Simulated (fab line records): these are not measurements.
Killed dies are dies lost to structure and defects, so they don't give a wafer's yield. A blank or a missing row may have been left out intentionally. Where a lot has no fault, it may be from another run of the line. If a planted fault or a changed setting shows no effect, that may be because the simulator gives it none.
Chamber matching | flow sky130 | 4 sister chambers for SKY_VIA2_CMP_02 on cmp-02
The step polishes SiO2. 4 wafers are shown with their chamber, then 8 later ones without.

## EACH WAFER AND ITS CHAMBER
wafer  | chamber | motorCurrentA (A)
L563.3 | 1       | 13.3
L566.2 | 0       | 11.1
L566.6 | 2       | 11.6
L568.2 | 3       | 10.4

## WAFERS WITHOUT THEIR CHAMBER
wafer  | motorCurrentA (A)
L568.3 | 11.9
L568.4 | 10.8
L569.1 | 13.7
L569.2 | 10.2
L569.5 | 12.0
L572.1 | 13.9
L572.2 | 10.5
L572.4 | 11.4

## WHICH CHAMBER EACH ONE RAN IN
wafer  | from the rows above          | in truth
L568.3 | can't be placed: 2 or 0      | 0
L568.4 | can't be placed: 0 or 3 or 2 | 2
L569.1 | 1                            | 1
L569.2 | 3                            | 3
L569.5 | can't be placed: 2 or 0      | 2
L572.1 | 1                            | 1
L572.2 | can't be placed: 3 or 0      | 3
L572.4 | can't be placed: 2 or 0      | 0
Placed correctly: 3 of 8. From these rows, 5 cannot be placed; in 5 the true chamber is one of the candidates. Number placed wrongly: 0.
How it was worked out, from the rows above alone: a wafer's distance from a chamber is the root of the sum, over the readings, of the square of ((its reading less the chamber's mean) divided by the reading's scatter). The wafer belongs to the nearest chamber; if the next one is less than 2 further off, it can't be placed. A chamber's mean is the mean of its shown wafers. The scatter: with one shown wafer a chamber, the root of the mean of the squares of how far each hidden wafer lies from its nearest shown one.
